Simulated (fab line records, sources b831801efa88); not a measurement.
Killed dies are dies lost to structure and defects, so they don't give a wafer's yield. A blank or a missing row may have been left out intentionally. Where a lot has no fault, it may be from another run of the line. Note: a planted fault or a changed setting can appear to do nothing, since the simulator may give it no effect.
Check of tool commonality + flow gf180mcu + 12 lots and 36 wafers in the sample

== REASON FOR OPENING ==
GF_M1_RS_MEAS_05, reading M1_ALCU_RS: flagged on 2 of 12 lots. No-fault wafers: 0.0697 ohm/sq, standard deviation 0.00067.
Rule: a lot gets a flag if all its wafers with a number sit over 4 standard deviations from that mean, or if no wafer of it has a number. The rest of the lots are taken to be sound.

| lot  | measured     | on            | M1_ALCU_RS (ohm/sq), wafer by wafer | flag    |
|------|--------------|---------------|-------------------------------------|---------|
| L468 | day 16 14:54 | film_metro-01 | 0.0706 0.0691 0.0703                |         |
| L469 | day 17 01:10 | film_metro-01 | 0.0702 0.0700 0.0709                |         |
| L470 | day 17 06:16 | film_metro-01 | 0.0693 0.0704 0.0712                |         |
| L473 | day 18 11:35 | film_metro-02 | 0.0689 0.0698 0.0694                |         |
| L475 | day 19 03:45 | film_metro-01 | 0.0699 0.0697 0.0704                |         |
| L476 | day 19 15:34 | film_metro-01 | 0.0702 0.0704 0.0709                |         |
| L477 | day 20 00:04 | film_metro-01 | 0.0701 0.0697 0.0708                |         |
| L478 | day 20 14:24 | film_metro-02 | 0.0689 0.0692 0.0689                |         |
| L479 | day 20 16:28 | film_metro-04 | 0.0696 0.0692 0.0690                |         |
| L486 | day 23 00:18 | film_metro-02 | 0.0638 0.0638 0.0638                | FLAGGED |
| L487 | day 23 11:00 | film_metro-02 | 0.0642 0.0638 0.0641                | FLAGGED |
| L490 | day 24 07:44 | film_metro-02 | 0.0692 0.0705 0.0698                |         |
On average the flagged lots' numbers are 0.0639 ohm/sq, which is -0.0058 ohm/sq against the usual, or -9 standard deviations.

== LOT BY LOT: THE TOOL USED ==
3 process steps preceding the reading are held in the record, out of 602 steps in the route. Each cell gives the tool, then ch followed by the chambers the sampled wafers passed through, then the start.
| lot  | flag    | GF_SALICIDE_RTA_08               | GF_M1_SPUTTER_02             | GF_M1_SPUTTER_03             |
|------|---------|----------------------------------|------------------------------|------------------------------|
| L468 |         | rtp_anneal-01 ch 0, day 15 13:35 | pvd_sputter-02, day 16 14:46 | pvd_sputter-02, day 16 14:48 |
| L469 |         | rtp_anneal-01 ch 0, day 16 00:30 | pvd_sputter-02, day 17 01:04 | pvd_sputter-02, day 17 01:05 |
| L470 |         | rtp_anneal-02 ch 0, day 16 05:29 | pvd_sputter-02, day 17 06:10 | pvd_sputter-02, day 17 06:11 |
| L473 |         | rtp_anneal-01 ch 0, day 17 09:25 | pvd_sputter-04, day 18 11:27 | pvd_sputter-04, day 18 11:29 |
| L475 |         | rtp_anneal-01 ch 0, day 18 01:46 | pvd_sputter-01, day 19 03:40 | pvd_sputter-01, day 19 03:41 |
| L476 |         | rtp_anneal-01 ch 0, day 18 12:56 | pvd_sputter-02, day 19 15:27 | pvd_sputter-02, day 19 15:29 |
| L477 |         | rtp_anneal-01 ch 0, day 18 21:04 | pvd_sputter-01, day 19 23:57 | pvd_sputter-01, day 19 23:59 |
| L478 |         | rtp_anneal-01 ch 0, day 19 11:31 | pvd_sputter-02, day 20 14:19 | pvd_sputter-02, day 20 14:20 |
| L479 |         | rtp_anneal-01 ch 0, day 19 14:20 | pvd_sputter-04, day 20 16:23 | pvd_sputter-04, day 20 16:25 |
| L486 | FLAGGED | rtp_anneal-01 ch 0, day 21 22:58 | pvd_sputter-02, day 23 00:13 | pvd_sputter-02, day 23 00:14 |
| L487 | FLAGGED | rtp_anneal-01 ch 0, day 22 09:24 | pvd_sputter-02, day 23 10:55 | pvd_sputter-02, day 23 10:56 |
| L490 |         | rtp_anneal-02 ch 0, day 23 07:11 | pvd_sputter-01, day 24 07:39 | pvd_sputter-01, day 24 07:41 |
What the steps here do:
- GF_SALICIDE_RTA_08: time 30 s.
- GF_M1_SPUTTER_02: material AlCu, target thk 450 nm, time 23.9 s.
- GF_M1_SPUTTER_03: material Ti, target thk 10 nm, time 6.7 s.
- GF_M1_RS_MEAS_05: measures by four-point-probe.

== FLAGGED OVER TOTAL, TOOL BY TOOL (the gauges that took the reading come last) ==
| step               | tool           | lots run | flagged | share of the flagged lots | sound lots run after its first flagged lot |
|--------------------|----------------|----------|---------|---------------------------|--------------------------------------------|
| GF_SALICIDE_RTA_08 | rtp_anneal-01  | 10       | 2       | all                       | 0                                          |
| GF_SALICIDE_RTA_08 | rtp_anneal-02  | 2        | 0       | none                      | -                                          |
| GF_M1_SPUTTER_02   | pvd_sputter-01 | 3        | 0       | none                      | -                                          |
| GF_M1_SPUTTER_02   | pvd_sputter-02 | 7        | 2       | all                       | 0                                          |
| GF_M1_SPUTTER_02   | pvd_sputter-04 | 2        | 0       | none                      | -                                          |
| GF_M1_SPUTTER_03   | pvd_sputter-01 | 3        | 0       | none                      | -                                          |
| GF_M1_SPUTTER_03   | pvd_sputter-02 | 7        | 2       | all                       | 0                                          |
| GF_M1_SPUTTER_03   | pvd_sputter-04 | 2        | 0       | none                      | -                                          |
| GF_M1_RS_MEAS_05   | film_metro-01  | 6        | 0       | none                      | -                                          |
| GF_M1_RS_MEAS_05   | film_metro-02  | 5        | 2       | all                       | 1 (L490)                                   |
| GF_M1_RS_MEAS_05   | film_metro-04  | 1        | 0       | none                      | -                                          |

== WHAT THE TABLE PERMITS ==
4 rows of the table ran every flagged lot: rtp_anneal-01 at GF_SALICIDE_RTA_08, pvd_sputter-02 at GF_M1_SPUTTER_02, pvd_sputter-02 at GF_M1_SPUTTER_03, film_metro-02 at GF_M1_RS_MEAS_05.
- rtp_anneal-01 at GF_SALICIDE_RTA_08: 2 of its 10 lots flagged. Last sound lot L479 at day 19 14:20, first flagged lot L486 at day 21 22:58; a fault beginning in between fits.
- pvd_sputter-02 at GF_M1_SPUTTER_02: 2 of its 7 lots flagged. Last sound lot L478 at day 20 14:19, first flagged lot L486 at day 23 00:13; a fault beginning in between fits.
- pvd_sputter-02 at GF_M1_SPUTTER_03: 2 of its 7 lots flagged. Last sound lot L478 at day 20 14:20, first flagged lot L486 at day 23 00:14; a fault beginning in between fits.
- film_metro-02 at GF_M1_RS_MEAS_05: 2 of its 5 lots flagged. Sound lots followed the first flagged one (L490) on it, something a lasting fault affecting the whole tool could not allow.
These 2 tools cannot be told apart by counting lots, since each of them fits a fault that started at some hour. More lots, or a look at what each step does to the wafer, might.

== WHAT HAD BEEN PUT IN BY THE SIMULATOR ==
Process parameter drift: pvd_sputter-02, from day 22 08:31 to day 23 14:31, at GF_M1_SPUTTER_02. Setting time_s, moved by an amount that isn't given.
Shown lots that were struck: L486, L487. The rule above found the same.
